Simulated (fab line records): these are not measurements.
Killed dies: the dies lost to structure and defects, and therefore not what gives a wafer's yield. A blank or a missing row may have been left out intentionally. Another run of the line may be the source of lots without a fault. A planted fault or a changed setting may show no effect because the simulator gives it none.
fab line records	flow sky130
[record] lots = 6	wafers = 18	last-day = 49
route steps=708 shown CONTACT@421 PAD_OPEN@708
lots untouched by any fault: they come from a run of this same line in which no faults occurred
start-h: hours from the record's first day to the start of the lot's first wafer shown	wait-h: time in hours since the lot's previous step	" the same as in the row above	L1.1+2: several wafers, shown together as one row	- no value, or no start was given	* or withheld: withheld	< > ~ a bound
route shown NAME@n: a module of which the file shows steps, and the number in the route of the first	usual: mean/standard deviation taken from wafers without a fault	same: alike in all rows	chamber/n: place in a boat	sites: each site's reading	_std_site: how widely they spread, as a standard deviation	_edge_site: inner sites' mean taken away from outer sites' mean	radius-mm: how far each site lies from the wafer's centre	mask NAME#n: copy n	behind: the tool/chamber that last shaped the wafer	hold: reason for holding the lot/hours on hold/outcome of the hold	device: names the non-switching transistor (n, p or np)	end of line: the tests these same wafers got at the end of their route	a step given without rows: its recipe and nothing more	killed: not the wafer's yield, but the dies lost to structure and defects at the first sort	map: a wafer's dies, x killed, . not, _ none there
set.NAME: the setting as run; set.NAME@STEP: as run at that earlier step	model.NAME: the simulator's own value behind a step, which no gauge read
lots at some steps of the route; a table a step, a row a wafer
services: a tool's chamber out of use, with start hour (start-h, from the record's first day; less than 0 if before it), hours out, and reason
[[steps]]
[step SKY_CONTACT_OVL_MEAS_15]
[usual] CONTACT_OVL = -4/5
lot.wafer	tool	chamber	start-h	wait-h	CONTACT_OVL[nm]
L114.3	overlay-01	-	754.23	0.1	-11
L114.5	"	-	"	"	-6
L114.6	"	-	"	"	-6
L116.2	overlay-02	-	783.29	0.1	-8
L116.5	"	-	"	"	-5
L116.6	"	-	"	"	-5
L119.2	overlay-02	-	803.19	0.1	-10
L119.4	"	-	"	"	-3
L119.5	"	-	"	"	-4
L120.2	overlay-02	-	813.19	0.1	0
L120.3	"	-	"	"	5
L120.6	"	-	"	"	1
L129.3	overlay-01	-	867.63	0.1	0
L129.5	"	-	"	"	-1
L129.6	"	-	"	"	1
L132.1	overlay-01	-	882.48	0.1	-3
L132.2	"	-	"	"	-8
L132.4	"	-	"	"	-7
[step SKY_CONTACT_ETCH_16]
[recipe] chemistry = N2/H2	target = BARC	ion-energy-ev = 200	source-w = 500	bias-w = 100	pressure-mtorr = 30	n2-flow-sccm = 100	h2-flow-sccm = 200	stop-on = SiO2	time-s = 45.9	target-depth-a = 600
[usual] chamber-pressure-mTorr = 30.000/0.029	drypump-motor-current-A = 6.1/0.39	oes-product-au = 0.855/0.005	throttle-valve-pct = 13.227/0.0097
[same] time-s = 45.9
lot.wafer	tool	chamber	start-h	wait-h	chamber-pressure-mTorr	drypump-motor-current-A	oes-product-au	rf-hours-counter-h	throttle-valve-pct
L114.3	rie-diel-01	3	754.26	0.0	29.989	6.6	0.864	11	13.239
L114.5	"	0	"	"	30.002	5.2	0.852	-	13.242
L114.6	"	1	"	"	29.950	5.4	0.851	-	13.213
L116.2	rie-diel-04	1	783.32	0.0	30.013	5.6	0.854	14	13.226
L116.5	"	3	"	"	29.993	6.6	0.848	-	13.246
L116.6	"	1	"	"	30.005	5.7	0.853	-	13.226
L119.2	rie-diel-03	0	803.22	0.0	29.992	5.8	0.862	13	13.230
L119.4	"	3	"	"	29.994	6.3	0.865	14	13.204
L119.5	"	0	"	"	29.977	5.8	0.855	-	13.217
L120.2	rie-diel-03	3	813.22	0.0	30.034	6.3	0.857	15	13.221
L120.3	"	0	"	"	29.970	5.9	0.864	13	13.228
L120.6	"	3	"	"	29.963	6.3	0.853	-	13.252
L129.3	rie-diel-04	3	867.66	0.0	30.021	6.5	0.858	3	13.230
L129.5	"	2	"	"	29.999	6.4	0.851	-	13.225
L129.6	"	3	"	"	29.988	6.6	0.855	-	13.236
L132.1	rie-diel-03	3	882.52	0.0	29.982	6.3	0.852	18	13.222
L132.2	"	0	"	"	29.971	5.8	0.862	16	13.250
L132.4	"	3	"	"	30.015	6.3	0.856	-	13.236
[step SKY_CONTACT_ETCH_17]
[recipe] target = SiO2	chemistry = C4F8/O2/Ar	stop-on = Si3N4	mask-material = KrF-thick	source-w = 1500	bias-w = 1200	pressure-mtorr = 40	c4f8-flow-sccm = withheld	O2_flow_sccm = 6	Ar_flow_sccm = 300	time-s = withheld	target-depth-a = 3400
[step SKY_CONTACT_ETCH_18]
[recipe] target = Si3N4	chemistry = CHF3/O2	stop-on = TiN	source-w = 600	bias-w = 200	pressure-mtorr = 40	chf3-flow-sccm = 50	O2_flow_sccm = 5	time-s = 39	target-depth-a = 750
[usual] chamber-pressure-mTorr = 40.00/0.039	drypump-motor-current-A = 6.1/0.39	oes-product-au = 0.856/0.0081	throttle-valve-pct = 8.794/0.0084
[same] time-s = 39
lot.wafer	tool	chamber	start-h	wait-h	chamber-pressure-mTorr	drypump-motor-current-A	oes-product-au	rf-hours-counter-h	throttle-valve-pct
L114.3	rie-diel-01	3	-	-	39.97	6.6	0.852	11	8.783
L114.5	"	0	"	"	39.93	5.2	0.857	-	8.805
L114.6	"	1	"	"	40.06	5.4	0.851	-	8.803
L116.2	rie-diel-04	1	-	-	39.96	5.6	0.860	14	8.798
L116.5	"	3	"	"	39.98	6.5	0.867	-	8.797
L116.6	"	1	"	"	39.97	5.6	0.856	-	8.793
L119.2	rie-diel-03	0	-	-	40.02	5.8	0.858	13	8.799
L119.4	"	3	"	"	39.95	6.3	0.857	14	8.788
L119.5	"	0	"	"	40.01	5.8	0.859	-	8.794
L120.2	rie-diel-03	3	-	-	40.03	6.3	0.852	15	8.799
L120.3	"	0	"	"	39.94	5.8	0.843	13	8.780
L120.6	"	3	"	"	40.01	6.3	0.856	-	8.798
L129.3	rie-diel-04	3	-	-	39.98	6.6	0.865	3	8.788
L129.5	"	2	"	"	40.02	6.4	0.872	-	8.784
L129.6	"	3	"	"	39.95	6.6	0.864	-	8.792
L132.1	rie-diel-03	3	-	-	39.99	6.4	0.852	18	8.783
L132.2	"	0	"	"	40.00	5.8	0.849	16	8.809
L132.4	"	3	"	"	40.00	6.3	0.864	-	8.783
[step SKY_CONTACT_STRIP_19]
[recipe] chemistry = O2/N2	power-w = 1400	pressure-mtorr = 1500	platen-temp-c = withheld	o2-flow-sccm = 3000	n2-flow-sccm = 300	overash-fraction = 0.5
[usual] chamber-pressure-mTorr = 1500.3/2.6	drypump-motor-current-A = 5.6/0.41	oes-product-au = 0.380/0.0049	strip-time-to-endpoint-s = 3.61/0.036
lot.wafer	tool	chamber	start-h	wait-h	chamber-pressure-mTorr	drypump-motor-current-A	oes-product-au	rf-hours-counter-h	strip-time-to-endpoint-s
L114.3	plasma-asher-02	0	754.42	-	1499.8	6.2	0.381	-	3.67
L114.5	"	1	"	"	1501.7	5.4	0.379	-	3.57
L114.6	"	0	"	"	1502.4	6.2	0.374	-	3.54
L116.2	plasma-asher-04	1	783.45	-	1500.2	5.3	0.378	64	3.57
L116.5	"	1	"	"	1500.7	5.3	0.379	-	3.61
L116.6	"	0	"	"	1501.6	5.8	0.374	-	3.56
L119.2	plasma-asher-02	0	803.35	-	1497.5	6.2	0.392	37	3.69
L119.4	"	1	"	"	1500.4	5.4	0.382	-	3.61
L119.5	"	0	"	"	1498.0	6.2	0.379	-	3.68
L120.2	plasma-asher-04	0	813.35	-	1499.5	5.8	0.386	67	3.64
L120.3	"	1	"	"	1500.5	5.3	0.397	-	3.69
L120.6	"	1	"	"	1501.2	5.3	0.384	-	3.62
L129.3	plasma-asher-03	1	867.82	-	1499.4	5.9	0.375	-	3.61
L129.5	"	1	"	"	1500.9	5.8	0.383	-	3.62
L129.6	"	0	"	"	1499.3	5.0	0.386	-	3.63
L132.1	plasma-asher-03	0	882.65	-	1502.2	4.9	0.379	103	3.62
L132.2	"	1	"	"	1498.4	5.8	0.377	103	3.67
L132.4	"	0	"	"	1501.5	5.0	0.381	-	3.59
[step SKY_CONTACT_STRIP_20]
[recipe] chemistry = post-etch-residue-remover	time-s = 1200	temp-c = 72.5
[step SKY_CONTACT_CLEAN_21]
[recipe] chemistry = IPA	time-s = 180	temp-c = 25
[step SKY_CONTACT_CLEAN_22]
[recipe] chemistry = O3/DIW	dry = n2-spin
[step SKY_CONTACT_SPUTTER_23]
[recipe] material = TiN	target-thk-nm = 20	chamber-pressure-pa = 5	power-w = 4000	time-s = 80
[usual] throttle-valve-pct = 30.0/1
[same] time-s = 80
lot.wafer	tool	chamber	start-h	wait-h	throttle-valve-pct
L114.3	pvd-sputter-02	-	754.98	0.0	29.9
L114.5	"	-	"	"	29.3
L114.6	"	-	"	"	31.2
L116.2	pvd-sputter-03	-	784.07	0.0	31.1
L116.5	"	-	"	"	28.5
L116.6	"	-	"	"	29.6
L119.2	pvd-sputter-03	-	803.94	0.0	31.2
L119.4	"	-	"	"	30.9
L119.5	"	-	"	"	31.2
L120.2	pvd-sputter-02	-	813.94	0.0	29.2
L120.3	"	-	"	"	29.9
L120.6	"	-	"	"	29.6
L129.3	pvd-sputter-01	-	868.40	0.0	29.6
L129.5	"	-	"	"	30.4
L129.6	"	-	"	"	28.3
L132.1	pvd-sputter-03	-	883.24	0.0	28.1
L132.2	"	-	"	"	30.8
L132.4	"	-	"	"	31.2
[step SKY_CONTACT_CVD_24]
[recipe] material = W	target-thk-nm = 340	time-s = 102.12	temp-c = 400	pressure-torr = 40
[usual] heater-power-w = 883/83	susceptor-temp-C = 399.99/0.22
[same] time-s = 102.12
lot.wafer	tool	chamber	start-h	wait-h	heater-power-w	susceptor-temp-C
L114.3	cvd-w-01	1	755.08	0.1	993	400.23
L114.5	"	1	"	"	1023	400.21
L114.6	"	0	"	"	885	399.89
L116.2	cvd-w-02	1	784.17	0.1	821	400.41
L116.5	"	1	"	"	805	400.36
L116.6	"	1	"	"	832	400.41
L119.2	cvd-w-01	1	804.00	0.0	1024	399.68
L119.4	"	1	"	"	1019	399.99
L119.5	"	1	"	"	1019	399.93
L120.2	cvd-w-02	0	814.01	0.0	792	399.58
L120.3	"	1	"	"	827	399.94
L120.6	"	1	"	"	818	400.11
L129.3	cvd-w-02	1	868.49	0.1	819	399.87
L129.5	"	0	"	"	809	399.97
L129.6	"	1	"	"	830	400.50
L132.1	cvd-w-01	1	883.31	0.0	1005	399.85
L132.2	"	0	"	"	888	399.55
L132.4	"	1	"	"	996	399.58
[step SKY_CONTACT_RS_MEAS_25]
[recipe] thk-meas-gauge = four-point-probe	reads = W_of_CONTACT_CVD_24+TiN_of_CONTACT_SPUTTER_23
[usual] CONTACT_W_RS = 0.337/0.0063
lot.wafer	tool	chamber	start-h	wait-h	CONTACT_W_RS[ohm/sq]
L114.3	film-metro-02	-	755.19	0.1	0.336
L114.5	"	-	"	"	0.335
L114.6	"	-	"	"	0.336
L116.2	film-metro-04	-	784.37	0.2	0.325
L116.5	"	-	"	"	0.334
L116.6	"	-	"	"	0.329
L119.2	film-metro-02	-	804.14	0.1	0.337
L119.4	"	-	"	"	0.334
L119.5	"	-	"	"	0.338
L120.2	film-metro-02	-	814.14	0.1	0.336
L120.3	"	-	"	"	0.326
L120.6	"	-	"	"	0.327
L129.3	film-metro-02	-	868.61	0.1	0.333
L129.5	"	-	"	"	0.341
L129.6	"	-	"	"	0.327
L132.1	film-metro-02	-	883.42	0.1	0.339
L132.2	"	-	"	"	0.344
L132.4	"	-	"	"	0.344
[step SKY_CONTACT_THK_MEAS_26]
[recipe] thk-meas-gauge = xrf	reads = W_of_CONTACT_CVD_24
[usual] CONTACT_W_THK = 335/6.8
lot.wafer	tool	chamber	start-h	wait-h	CONTACT_W_THK[nm]
L114.3	film-metro-02	-	755.29	0.1	333
L114.5	"	-	"	"	333
L114.6	"	-	"	"	333
L116.2	film-metro-04	-	784.48	0.1	346
L116.5	"	-	"	"	339
L116.6	"	-	"	"	342
L119.2	film-metro-02	-	804.25	0.1	334
L119.4	"	-	"	"	337
L119.5	"	-	"	"	334
L120.2	film-metro-02	-	814.25	0.1	336
L120.3	"	-	"	"	347
L120.6	"	-	"	"	344
L129.3	film-metro-02	-	868.71	0.1	338
L129.5	"	-	"	"	330
L129.6	"	-	"	"	346
L132.1	film-metro-02	-	883.54	0.1	333
L132.2	"	-	"	"	329
L132.4	"	-	"	"	329
[step SKY_CONTACT_CMP_27]
[recipe] stop-on = SiO2	t-overpolish-s = 15	down-force-psi = 3.5	platen-rpm = 60	target-thk-nm = 0	pad-velocity-m-s = 0.94248
[usual] edge-zone-pressure-frac = 1.000/0.0048	head-pressure-psi = 3.501/0.0073	motor-current-A = 11.0/0.93	overpolish-run-s = 15.001/0.0092	time-to-endpoint-s = 82/3.8
lot.wafer	tool	chamber	start-h	wait-h	edge-zone-pressure-frac	head-pressure-psi	motor-current-A	overpolish-run-s	time-to-endpoint-s	model.W_of_CONTACT_CVD_24.thk-nm	model.SiO2_of_CONTACT_HDPCVD_02.thk-nm
L114.3	cmp-01	1	755.48	0.2	0.992	3.492	10.4	14.996	84	0	338.5
L114.6	"	2	"	"	1.001	3.505	10.8	15.009	82	0	337.2
L114.5	"	3	"	"	1.004	3.505	10.5	14.986	84	0	337.1
L116.2	cmp-01	2	784.58	0.1	0.998	3.491	10.3	15.010	88	0	337.2
L116.5	"	1	"	"	1.000	3.506	10.1	14.996	89	0	337.1
L116.6	"	2	"	"	1.001	3.495	10.6	14.993	85	0	336.2
L119.2	cmp-01	3	804.35	0.1	-	-	-	-	-	340	339.4
L119.4	"	1	"	"	-	-	-	-	-	342.3	340.7
L119.5	"	3	"	"	-	-	-	-	-	339.3	339.1
L120.2	cmp-02	0	814.30	0.0	-	-	-	-	-	340.7	339.6
L120.3	"	2	"	"	-	-	-	-	-	351.5	340.3
L120.6	"	1	"	"	-	-	-	-	-	349.8	339.9
L129.3	cmp-02	0	868.75	0.0	1.005	3.501	11.3	14.983	80	0	335.9
L129.6	"	0	"	"	1.004	3.516	10.6	15.018	79	0	334.9
L129.5	"	1	"	"	0.996	3.498	11.8	14.996	75	0	336.6
L132.1	cmp-01	0	883.60	0.1	1.002	3.498	12.3	15.007	90	0	336.2
L132.4	"	2	"	"	1.002	3.496	10.6	15.010	87	0	336.5
L132.2	"	3	"	"	1.002	3.490	9.9	14.987	83	0	336.3
[step SKY_PAD_OPEN_PROBE_99]
[usual] killed_at_M0_to_M3 = 43/6.8	killed_at_M4_up = 3.2/1.8	killed-at-contacts = 24/6.2	killed-at-front-end = 15/4.7	killed-at-other = 0.4/0.63	killed-dies = 86/9.6	killed-on-rim = 17/3.9	killed-open = 47/6.9	killed-short = 39/6.3
[same] gross-dies = 492	killed-at-back-side = 0
lot.wafer	tool	chamber	start-h	wait-h	killed_at_M0_to_M3	killed_at_M4_up	killed-at-contacts	killed-at-front-end	killed-at-other	killed-dies	killed-on-rim	killed-open	killed-short
L114.3	prober-01	-	1087.96	0.2	34	6	34	14	2	90	16	50	38
L114.5	prober-01	-	1088.06	0.2	61	2	17	11	3	94	14	50	41
L114.6	prober-01	-	1088.11	0.2	45	7	23	20	2	97	21	46	49
L116.2	prober-02	-	1112.08	0.1	59	3	16	8	0	86	18	52	34
L116.5	prober-02	-	1112.23	0.2	29	4	24	13	0	70	15	31	39
L116.6	prober-02	-	1112.28	0.2	28	4	19	21	0	72	14	35	36
L119.2	prober-02	-	1120.68	0.1	53	8	419	11	1	492	96	44	47
L119.4	prober-02	-	1120.78	0.2	36	5	433	18	0	492	96	56	39
L119.5	prober-02	-	1120.83	0.2	41	3	426	20	2	492	96	44	45
L120.2	prober-01	-	1131.77	0.1	37	1	440	14	0	492	96	40	34
L120.3	prober-01	-	1131.82	0.2	41	3	429	19	0	492	96	43	42
L120.6	prober-01	-	1131.97	0.2	38	1	442	11	0	492	96	45	32
L129.3	prober-02	-	1174.68	0.2	40	2	23	17	1	83	14	39	44
L129.5	prober-02	-	1174.78	0.2	47	7	20	17	1	92	11	44	48
L129.6	prober-02	-	1174.83	0.2	43	2	27	12	0	84	14	42	42
L132.1	prober-01	-	1178.86	0.1	43	1	18	15	1	78	14	41	37
L132.2	prober-01	-	1178.91	0.1	45	5	22	19	0	91	20	51	39
L132.4	prober-01	-	1179.01	0.2	47	3	21	12	0	83	14	46	36
// killed by level:class
L114.3 CONTACT:geometric-particle:open=21 VIA1:geometric-particle:open=9 CONTACT:geometric-particle:short=7 METAL4:geometric-particle:short=6 FIELD_ISO:geometric-particle:open=5 METAL1:geometric-particle:short=5 FIELD_ISO:geometric-particle:short=4 VIA1:geometric-particle:short=4
L114.5 VIA1:geometric-particle:open=14 VIA3:geometric-particle:open=13 CONTACT:geometric-particle:open=6 CONTACT:geometric-particle:short=5 VIA1:geometric-particle:short=5 METAL1:geometric-particle:short=5 METAL2:geometric-particle:short=5 FIELD_ISO:geometric-particle:open=4
L114.6 VIA3:geometric-particle:open=9 FIELD_ISO:geometric-particle:short=6 METAL1:geometric-particle:short=6 LI_CONTACT:geometric-particle:open=6 VIA1:geometric-particle:short=6 POLY_GATE:geometric-particle:open=5 METAL2:geometric-particle:short=5 LOCAL_INTERCONNECT:geometric-particle:short=5
L116.2 VIA2:geometric-particle:open=16 VIA1:geometric-particle:open=10 VIA2:geometric-particle:short=8 CONTACT:geometric-particle:open=7 VIA3:geometric-particle:open=7 VIA1:geometric-particle:short=6 METAL2:geometric-particle:short=5 METAL1:geometric-particle:short=4
L116.5 CONTACT:geometric-particle:open=7 VIA1:geometric-particle:short=6 LI_CONTACT:geometric-particle:open=6 CONTACT:geometric-particle:short=5 VIA2:geometric-particle:open=4 VIA1:geometric-particle:open=4 METAL4:geometric-particle:short=4 FIELD_ISO:geometric-particle:short=3
L116.6 FIELD_ISO:geometric-particle:open=6 VIA1:geometric-particle:open=6 POLY_GATE:geometric-particle:short=5 LI_CONTACT:geometric-particle:open=5 VIA2:geometric-particle:open=5 VIA3:geometric-particle:short=5 FIELD_ISO:geometric-particle:short=4 LI_CONTACT:geometric-particle:short=4
L119.2 CONTACT:area-cmp=400 VIA1:geometric-particle:open=13 VIA3:geometric-particle:open=9 VIA1:geometric-particle:short=8 METAL4:geometric-particle:short=6 CONTACT:geometric-particle:open=6 VIA3:geometric-particle:short=5 METAL2:geometric-particle:short=4
L119.4 CONTACT:area-cmp=397 CONTACT:geometric-particle:open=13 LI_CONTACT:geometric-particle:open=10 VIA1:geometric-particle:open=9 VIA1:geometric-particle:short=6 FIELD_ISO:geometric-particle:open=5 POLY_GATE:geometric-particle:open=5 CONTACT:geometric-particle:short=5
L119.5 CONTACT:area-cmp=402 VIA1:geometric-particle:open=11 VIA3:geometric-particle:open=8 CONTACT:geometric-particle:open=7 VIA1:geometric-particle:short=6 FIELD_ISO:geometric-particle:short=5 POLY_GATE:geometric-particle:short=5 LI_CONTACT:geometric-particle:short=5
L120.2 CONTACT:area-cmp=418 VIA1:geometric-particle:open=9 VIA3:geometric-particle:open=7 VIA2:geometric-particle:open=6 FIELD_ISO:geometric-particle:short=5 LOCAL_INTERCONNECT:geometric-particle:short=5 CONTACT:geometric-particle:open=5 LI_CONTACT:geometric-particle:open=4
L120.3 CONTACT:area-cmp=407 LI_CONTACT:geometric-particle:open=11 VIA1:geometric-particle:open=10 VIA2:geometric-particle:short=5 VIA1:geometric-particle:short=5 FIELD_ISO:geometric-particle:open=4 LOCAL_INTERCONNECT:geometric-particle:short=4 POLY_GATE:geometric-particle:short=4
L120.6 CONTACT:area-cmp=415 VIA1:geometric-particle:open=11 CONTACT:geometric-particle:short=8 CONTACT:geometric-particle:open=7 VIA2:geometric-particle:open=6 LI_CONTACT:geometric-particle:open=5 VIA3:geometric-particle:open=5 LOCAL_INTERCONNECT:geometric-particle:short=4
L129.3 CONTACT:geometric-particle:open=9 VIA1:geometric-particle:short=8 METAL1:geometric-particle:short=7 VIA1:geometric-particle:open=6 FIELD_ISO:geometric-particle:open=5 POLY_GATE:geometric-particle:short=4 LI_CONTACT:geometric-particle:open=4 LOCAL_INTERCONNECT:geometric-particle:short=4
L129.5 VIA1:geometric-particle:open=12 LI_CONTACT:geometric-particle:open=7 CONTACT:geometric-particle:open=6 METAL1:geometric-particle:short=6 VIA1:geometric-particle:short=6 VIA2:geometric-particle:open=6 METAL2:geometric-particle:short=5 VIA3:geometric-particle:short=5
L129.6 LI_CONTACT:geometric-particle:open=9 METAL2:geometric-particle:short=8 VIA1:geometric-particle:open=7 CONTACT:geometric-particle:short=5 CONTACT:geometric-particle:open=5 VIA1:geometric-particle:short=5 FIELD_ISO:geometric-particle:open=4 LOCAL_INTERCONNECT:geometric-particle:short=4
L132.1 VIA1:geometric-particle:open=9 VIA2:geometric-particle:open=7 LI_CONTACT:geometric-particle:open=6 VIA1:geometric-particle:short=6 LOCAL_INTERCONNECT:geometric-particle:short=5 CONTACT:geometric-particle:open=5 VIA2:geometric-particle:short=5 METAL1:geometric-particle:short=5
L132.2 CONTACT:geometric-particle:open=12 VIA2:geometric-particle:open=9 VIA3:geometric-particle:open=8 VIA1:geometric-particle:open=6 FIELD_ISO:geometric-particle:short=5 VIA1:geometric-particle:short=5 POLY_GATE:geometric-particle:short=4 LI_CONTACT:geometric-particle:open=4
L132.4 VIA1:geometric-particle:open=9 VIA3:geometric-particle:open=8 CONTACT:geometric-particle:open=7 LI_CONTACT:geometric-particle:open=6 METAL1:geometric-particle:short=6 CONTACT:geometric-particle:short=5 METAL2:geometric-particle:short=5 VIA2:geometric-particle:open=5
// map L119.2 (x killed, . not)
__________xxxxxxxxxx_________
________xxxxxxxxxxxxxx_______
______xxxxxxxxxxxxxxxxxx_____
_____xxxxxxxxxxxxxxxxxxxx____
____xxxxxxxxxxxxxxxxxxxxxx___
___xxxxxxxxxxxxxxxxxxxxxxxx__
__xxxxxxxxxxxxxxxxxxxxxxxxxx_
_xxxxxxxxxxxxxxxxxxxxxxxxxxxx
_xxxxxxxxxxxxxxxxxxxxxxxxxxxx
_xxxxxxxxxxxxxxxxxxxxxxxxxxxx
_xxxxxxxxxxxxxxxxxxxxxxxxxxxx
_xxxxxxxxxxxxxxxxxxxxxxxxxxxx
_xxxxxxxxxxxxxxxxxxxxxxxxxxxx
_xxxxxxxxxxxxxxxxxxxxxxxxxxxx
_xxxxxxxxxxxxxxxxxxxxxxxxxxxx
__xxxxxxxxxxxxxxxxxxxxxxxxxx_
___xxxxxxxxxxxxxxxxxxxxxxxx__
____xxxxxxxxxxxxxxxxxxxxxx___
_____xxxxxxxxxxxxxxxxxxxx____
______xxxxxxxxxxxxxxxxxx_____
________xxxxxxxxxxxxxx_______
__________xxxxxxxxxx_________
// map L120.2 (x killed, . not)
__________xxxxxxxxxx_________
________xxxxxxxxxxxxxx_______
______xxxxxxxxxxxxxxxxxx_____
_____xxxxxxxxxxxxxxxxxxxx____
____xxxxxxxxxxxxxxxxxxxxxx___
___xxxxxxxxxxxxxxxxxxxxxxxx__
__xxxxxxxxxxxxxxxxxxxxxxxxxx_
_xxxxxxxxxxxxxxxxxxxxxxxxxxxx
_xxxxxxxxxxxxxxxxxxxxxxxxxxxx
_xxxxxxxxxxxxxxxxxxxxxxxxxxxx
_xxxxxxxxxxxxxxxxxxxxxxxxxxxx
_xxxxxxxxxxxxxxxxxxxxxxxxxxxx
_xxxxxxxxxxxxxxxxxxxxxxxxxxxx
_xxxxxxxxxxxxxxxxxxxxxxxxxxxx
_xxxxxxxxxxxxxxxxxxxxxxxxxxxx
__xxxxxxxxxxxxxxxxxxxxxxxxxx_
___xxxxxxxxxxxxxxxxxxxxxxxx__
____xxxxxxxxxxxxxxxxxxxxxx___
_____xxxxxxxxxxxxxxxxxxxx____
______xxxxxxxxxxxxxxxxxx_____
________xxxxxxxxxxxxxx_______
__________xxxxxxxxxx_________
[[services]]
tool	chamber	start-h	hours	kind
rie-diel-03	3	734.24	13.3	repair
rie-diel-03	0	739.67	11.4	repair
pvd-sputter-01	-	742.84	2.4	repair
rie-diel-04	3	747.52	-	clean
rie-diel-04	3	747.52	20.7	scheduled-down
cmp-01	-	757.05	4.0	pm
cmp-02	-	761.05	9.3	pm
rie-diel-04	2	761.99	6.4	repair
cvd-w-01	-	764.03	6.9	pm
rie-diel-03	-	782.00	2.8	pm
cvd-w-02	0	782.02	5.4	repair
rie-diel-01	0	784.14	9.5	repair
pvd-sputter-03	-	789.45	3.3	repair
rie-diel-01	-	791.67	2.8	pm
cvd-w-01	-	814.64	1.0	repair
rie-diel-01	0	818.92	8.0	repair
cmp-02	-	822.07	1.0	repair
pvd-sputter-01	-	831.39	9.1	repair
pvd-sputter-01	-	837.31	6.6	repair
rie-diel-03	1	852.17	34.2	repair
pvd-sputter-01	-	854.90	13.0	repair
rie-diel-04	0	866.89	2.3	repair
rie-diel-04	0	870.98	1.5	repair
rie-diel-03	2	873.53	7.4	repair
[[key]]
[first-sign] step = SKY_CONTACT_CMP_27	reading = tool-record	direction = missing
[effect] step = SKY_PAD_OPEN_PROBE_99	reading = killed-at-contacts	direction = up	sigmas = 66	usual = 24	struck = 432
[model-effect] step = SKY_CONTACT_CMP_27	value = W_of_CONTACT_CVD_24.thk-nm	without = 0	struck = 344
[more-kills-born-at] SKY_CONTACT_CMP_27@cmp-02 = 1237	SKY_CONTACT_CMP_27@cmp-01 = 1192
met-at SKY_CONTACT_CMP_27
struck-wafers L119.2,L119.4,L119.5,L120.2,L120.3,L120.6
later-rows-left-out L119.2,L119.4,L119.5,L120.2,L120.3,L120.6
tester-left-out L119,L120
onset-between 784.58 804.35
[fault] kind = skipped-step-whole	tool = cmp-01,cmp-02	chamber = -	onset-h = 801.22	steps = SKY_CONTACT_CMP_27	scope = struck-lots-only
// tester-left-out: of these lots the tester's yield and bins aren't shown, on N5 and GAA mostly nor the transistor test; their killed dies are dies lost to structure and defects alone, not to doping, threshold or leakage, so they don't give the yield
// later-rows-left-out: the simulator's readings of these wafers behind a module that went badly wrong aren't trusted and aren't shown, but for the sort
